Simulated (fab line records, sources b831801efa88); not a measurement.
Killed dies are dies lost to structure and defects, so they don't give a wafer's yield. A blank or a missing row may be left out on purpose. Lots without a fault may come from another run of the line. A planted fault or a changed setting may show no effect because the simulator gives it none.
fab line records | flow gf180mcu
record lots=6 wafers=18 last_day=33
route steps=602 shown V3@455 M4@456
lots that met no fault: from a run of the same line without faults
start_h: hours from the record's first day to the start of the lot's first wafer shown | wait_h: hours since the lot's step before | " the same as in the row above | L1.1+2: a row that stands for several wafers | - no value, or no start given | * or withheld: withheld | < > ~ a bound
route shown NAME@n: a module of which the file shows steps, and the number in the route of the first | usual: mean/standard deviation of fault-free wafers | same: alike in all rows | chamber/n: place in a boat | sites: the reading at each site | _std_site: their standard deviation | _edge_site: outer sites' mean less inner sites' | radius_mm: how far each site lies from the wafer's centre | mask NAME#n: copy n | behind: the tool/chamber that last shaped the wafer | hold: why the lot was held/for how many hours/how that ended | device: the transistor (n, p or np) that didn't switch | end of line: the same wafers' tests at the end of the route | a step without rows: its recipe alone | killed: dies lost to structure and defects at the first sort, not the wafer's yield | map: a wafer's dies, x killed, . not, _ none there
set.NAME: the setting as run; set.NAME@STEP: as run at that earlier step | model.NAME: the simulator's own value behind a step, which no gauge read
lots at some steps of the route; a table a step, a row a wafer
services: from which hour (start_h, from the record's first day; less than 0 if before it) a tool's chamber was out of use, for how many hours, and why
## steps
# step GF_V3_CMP_26
# recipe stop_on=SiO2 down_force_psi=3.5 platen_rpm=60 t_overpolish_s=15 target_thk_nm=0 pad_velocity_m_s=0.94248
# usual motor_current_A=10.6/0.61 overpolish_run_s=15.002/0.0098 retaining_ring_pressure_frac=1.000/0.0056 time_to_endpoint_s=84/4
# same t_overpolish_s=15
# columns lot.wafer tool chamber start_h wait_h motor_current_A overpolish_run_s retaining_ring_pressure_frac time_to_endpoint_s
L745.4 cmp-01 1 526.04 0.1 11.9 15.008 0.999 86
L745.2 " 3 " " 10.8 14.988 1.008 84
L745.5 " 0 " " 11.5 15.003 0.998 86
L750.2 cmp-01 1 571.21 0.0 11.3 15.003 1.005 87
L750.1 " 0 " " 11.4 15.008 1.004 92
L750.5 " 1 " " 11.3 15.015 1.006 87
L756.2 cmp-01 0 612.13 0.0 11.2 15.021 0.995 88
L756.1 " 2 " " 10.2 15.018 0.998 85
L756.6 " 1 " " 11.5 14.990 1.007 85
L757.2 cmp-02 1 618.15 0.0 10.4 15.018 0.999 84
L757.1 " 2 " " 9.7 15.004 1.003 86
L757.3 " 0 " " 10.5 15.003 0.998 80
L760.1 cmp-01 1 641.16 0.1 11.3 15.008 0.994 86
L760.2 " 2 " " 9.5 15.006 1.001 81
L760.5 " 0 " " 11.4 14.997 1.008 89
L762.1 cmp-02 0 655.55 0.2 10.8 14.998 1.002 80
L762.5 " 1 " " 10.0 14.991 1.004 85
L762.6 " 2 " " 9.4 15.001 0.998 87
# step GF_M4_SPUTTER_00
# recipe material=Ti target_thk_nm=37.5 arriving_ion_energy_ev=80 substrate_temp_c=200 chamber_pressure_pa=2 power_w=4000 time_s=150
# usual chamber_pressure_pa=2.000/0.0037 throttle_valve_pct=30.1/1.2
# columns lot.wafer tool chamber start_h wait_h chamber_pressure_pa throttle_valve_pct
L745.2 pvd_sputter-03 - 526.29 0.1 2.001 30.9
L745.4 " - " " 2.000 31.2
L745.5 " - " " 1.995 31.1
L750.1 pvd_sputter-02 - 571.51 0.1 1.992 28.3
L750.2 " - " " 1.999 31.3
L750.5 " - " " 1.992 28.6
L756.1 pvd_sputter-02 - 612.43 0.1 1.995 28.8
L756.2 " - " " 1.995 29.2
L756.6 " - " " 2.000 28.7
L757.1 pvd_sputter-03 - 618.45 0.2 1.999 31.3
L757.2 " - " " 2.001 31.4
L757.3 " - " " 2.002 28.0
L760.1 pvd_sputter-03 - 641.36 0.1 2.004 31.3
L760.2 " - " " 1.993 30.7
L760.5 " - " " 2.007 31.3
L762.1 pvd_sputter-02 - 655.70 0.1 1.995 31.3
L762.5 " - " " 1.995 29.5
L762.6 " - " " 1.998 31.3
# step GF_M4_SPUTTER_01
# recipe material=TiN target_thk_nm=30 power_w=6500 time_s=25 chamber_pressure_pa=0.4
# usual chamber_pressure_pa=0.4000/0.0007 throttle_valve_pct=30.1/1.2
# columns lot.wafer tool chamber start_h wait_h chamber_pressure_pa throttle_valve_pct
L745.2 pvd_sputter-03 - 526.39 0.1 0.4011 30.9
L745.4 " - " " 0.3988 31.3
L745.5 " - " " 0.3999 31.1
L750.1 pvd_sputter-02 - 571.61 0.1 0.4007 28.8
L750.2 " - " " 0.3998 31.4
L750.5 " - " " 0.4005 28.8
L756.1 pvd_sputter-02 - 612.53 0.1 0.4000 28.9
L756.2 " - " " 0.3998 29.3
L756.6 " - " " 0.3995 28.6
L757.1 pvd_sputter-03 - 618.55 0.1 0.4003 31.3
L757.2 " - " " 0.3997 31.3
L757.3 " - " " 0.4017 28.0
L760.1 pvd_sputter-03 - 641.46 0.1 0.3992 31.1
L760.2 " - " " 0.4002 30.6
L760.5 " - " " 0.3996 31.4
L762.1 pvd_sputter-02 - 655.80 0.1 0.4004 31.1
L762.5 " - " " 0.3991 29.5
L762.6 " - " " 0.4003 31.4
# step GF_M4_SPUTTER_02
# recipe material=AlCu target_thk_nm=450 power_w=10600 time_s=23.9 chamber_pressure_pa=0.4
# usual chamber_pressure_pa=0.4000/0.00084 throttle_valve_pct=30.1/1.2
# columns lot.wafer tool chamber start_h wait_h chamber_pressure_pa throttle_valve_pct
L745.2 pvd_sputter-03 - 526.42 0.0 0.4018 30.6
L745.4 " - " " 0.3990 31.4
L745.5 " - " " 0.3996 31.2
L750.1 pvd_sputter-02 - 571.64 0.0 0.4003 28.8
L750.2 " - " " 0.3982 31.3
L750.5 " - " " 0.3997 29.0
L756.1 pvd_sputter-02 - 612.56 0.0 0.4003 28.8
L756.2 " - " " 0.3980 29.1
L756.6 " - " " 0.3995 28.8
L757.1 pvd_sputter-03 - 618.58 0.0 0.3992 31.3
L757.2 " - " " 0.3992 31.3
L757.3 " - " " 0.4012 27.8
L760.1 pvd_sputter-03 - 641.49 0.0 0.4016 31.3
L760.2 " - " " 0.4002 30.8
L760.5 " - " " 0.4018 31.1
L762.1 pvd_sputter-02 - 655.83 0.0 0.3996 31.1
L762.5 " - " " 0.3997 29.3
L762.6 " - " " 0.3991 31.2
# step GF_M4_SPUTTER_03
# recipe material=Ti target_thk_nm=10 substrate_temp_c=300 chamber_pressure_pa=0.3 power_w=3000 time_s=6.7
# step GF_M4_SPUTTER_04
# recipe material=TiN target_thk_nm=50 power_w=6500 time_s=41.7 chamber_pressure_pa=0.4
# usual chamber_pressure_pa=0.4000/0.00086 throttle_valve_pct=30.1/1.2
# columns lot.wafer tool chamber start_h wait_h chamber_pressure_pa throttle_valve_pct
L745.2 pvd_sputter-03 - 526.47 0.0 0.3988 30.6
L745.4 " - " " 0.3999 31.0
L745.5 " - " " 0.4006 31.0
L750.1 pvd_sputter-02 - 571.69 0.0 0.3983 28.8
L750.2 " - " " 0.4011 31.4
L750.5 " - " " 0.3986 28.6
L756.1 pvd_sputter-02 - 612.61 0.0 0.4006 28.7
L756.2 " - " " 0.3995 29.4
L756.6 " - " " 0.4005 28.7
L757.1 pvd_sputter-03 - 618.63 0.0 0.4004 31.4
L757.2 " - " " 0.4009 31.2
L757.3 " - " " 0.4005 28.0
L760.1 pvd_sputter-03 - 641.54 0.0 0.4020 31.1
L760.2 " - " " 0.4001 30.5
L760.5 " - " " 0.3982 31.5
L762.1 pvd_sputter-02 - 655.88 0.0 0.4002 31.1
L762.5 " - " " 0.3996 29.3
L762.6 " - " " 0.3997 31.1
# step GF_M4_RS_MEAS_05
# recipe thk_meas_gauge=four-point-probe reads=TiN_of_M4_SPUTTER_04+Ti_of_M4_SPUTTER_03+AlCu_of_M4_SPUTTER_02+TiN_of_M4_SPUTTER_01+Ti_of_M4_SPUTTER_00
# usual M4_ALCU_RS=0.0700/0.00065
# columns lot.wafer tool chamber start_h wait_h M4_ALCU_RS[ohm/sq]
L745.2 film_metro-03 - 526.53 0.0 0.0691
L745.4 " - " " 0.0699
L745.5 " - " " 0.0701
L750.1 film_metro-01 - 571.73 0.0 0.0705
L750.2 " - " " 0.0699
L750.5 " - " " 0.0698
L756.1 film_metro-03 - 612.65 0.0 0.0705
L756.2 " - " " 0.0697
L756.6 " - " " 0.0700
L757.1 film_metro-01 - 618.67 0.0 0.0695
L757.2 " - " " 0.0698
L757.3 " - " " 0.0698
L760.1 film_metro-03 - 641.58 0.0 0.0703
L760.2 " - " " 0.0694
L760.5 " - " " 0.0700
L762.1 film_metro-04 - 655.92 0.0 0.0702
L762.5 " - " " 0.0704
L762.6 " - " " 0.0705
# step GF_M4_THK_MEAS_06
# recipe thk_meas_gauge=xrf reads=AlCu_of_M4_SPUTTER_02
# usual M4_ALCU_THK=445/4.9
# columns lot.wafer tool chamber start_h wait_h M4_ALCU_THK[nm]
L745.2 film_metro-03 - 526.64 0.1 451
L745.4 " - " " 446
L745.5 " - " " 447
L750.1 film_metro-01 - 571.85 0.1 441
L750.2 " - " " 442
L750.5 " - " " 443
L756.1 film_metro-03 - 612.77 0.1 443
L756.2 " - " " 451
L756.6 " - " " 446
L757.1 film_metro-01 - 618.79 0.1 445
L757.2 " - " " 444
L757.3 " - " " 441
L760.1 film_metro-03 - 641.70 0.1 446
L760.2 " - " " 451
L760.5 " - " " 449
L762.1 film_metro-04 - 656.04 0.1 444
L762.5 " - " " 446
L762.6 " - " " 443
# step GF_M4_DEHYDRATE_07
# recipe temp_c=200 time_s=60
# step GF_M4_HMDS_08
# recipe prime_time_s=60 prime_temp_c=120
# step GF_M4_COAT_09
# recipe resist=KrF spin_rpm=withheld resist_thk_nm=1000
# step GF_M4_SOFTBAKE_10
# recipe temp_c=130 time_s=60 resist=KrF
# step GF_M4_EXPOSE_11
# recipe mask_id=Metal4 target_cd_nm=280 na=0.68 source_shape=conventional sigma_outer=0.6 dose_mj=28
# usual exposure_dose_mJ_cm2=27.995/0.023 focus_offset_nm=-0.1/0.56
# columns lot.wafer tool chamber start_h wait_h mask exposure_dose_mJ_cm2 focus_offset_nm
L745.2 krf_scanner-02 0 538.16 - Metal4#0 28.017 -0.5
L745.4 " 0 " " Metal4#0 28.033 -0.7
L745.5 " 0 " " Metal4#0 28.008 -0.2
L750.1 krf_scanner-02 0 583.01 - Metal4#0 28.024 0.1
L750.2 " 0 " " Metal4#0 28.027 -0.2
L750.5 " 0 " " Metal4#0 27.990 -0.5
L756.1 krf_scanner-02 - 624.01 - Metal4#0 - -
L756.2 " - " " Metal4#0 - -
L756.6 " - " " Metal4#0 - -
L757.1 krf_scanner-01 - 629.34 - Metal4#0 - -
L757.2 " - " " Metal4#0 - -
L757.3 " - " " Metal4#0 - -
L760.1 krf_scanner-01 0 651.49 - Metal4#0 28.013 -0.2
L760.2 " 0 " " Metal4#0 28.009 0.2
L760.5 " 0 " " Metal4#0 27.996 -0.9
L762.1 krf_scanner-01 0 665.83 - Metal4#0 27.958 -0.4
L762.5 " 0 " " Metal4#0 27.959 0.0
L762.6 " 0 " " Metal4#0 27.965 -0.1
# step GF_M4_PEB_12
# recipe peb_temp_c=135 peb_time_s=90 resist=KrF
## services
# columns tool chamber start_h hours kind
krf_scanner-01 - 507.24 1.0 pm
krf_scanner-02 - 510.28 2.7 repair
krf_scanner-02 - 514.80 1.3 pm
cmp-01 - 515.25 6.2 pm
cmp-02 - 538.59 1.2 repair
cmp-01 - 567.27 0.8 repair
cmp-02 - 576.45 0.9 repair
pvd_sputter-02 - 583.16 5.7 repair
cmp-02 - 585.50 6.1 pm
cmp-02 - 591.64 4.0 pm
cmp-02 - 595.64 - consumable_replace:conditioner
cmp-02 - 595.64 - consumable_replace:pad
cmp-02 - 599.16 0.5 repair
krf_scanner-02 - 601.70 1.0 pm
krf_scanner-02 - 603.25 2.2 repair
pvd_sputter-02 - 604.43 3.6 repair
cmp-01 - 607.77 0.8 repair
krf_scanner-01 - 609.53 0.8 pm
krf_scanner-01 0 627.53 - calibration
cmp-02 - 629.80 3.7 pm
krf_scanner-01 - 647.25 1.3 pm
cmp-01 - 650.92 1.9 repair
krf_scanner-02 - 665.76 0.8 pm
## key
first_sign step=GF_M4_EXPOSE_11 reading=tool_record direction=missing
effect none on later readings
met_at GF_M4_EXPOSE_11
struck_wafers L756.1,L756.2,L756.6,L757.1,L757.2,L757.3
later_rows_left_out L756.1,L756.2,L756.6,L757.1,L757.2,L757.3
sort_left_out L756.1,L756.2,L756.6,L757.1,L757.2,L757.3
onset_between 583.01 624.01
fault kind=skipped_step_whole tool=krf_scanner-01,krf_scanner-02 chamber=- onset_h=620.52 steps=GF_M4_EXPOSE_11 scope=struck_lots_only
# sort_left_out: the simulated sort isn't trusted on such a fault, so these wafers' sort isn't shown, and their yield isn't known
# later_rows_left_out: the simulator's readings of these wafers behind a module that went badly wrong aren't trusted and aren't shown, but for the sort
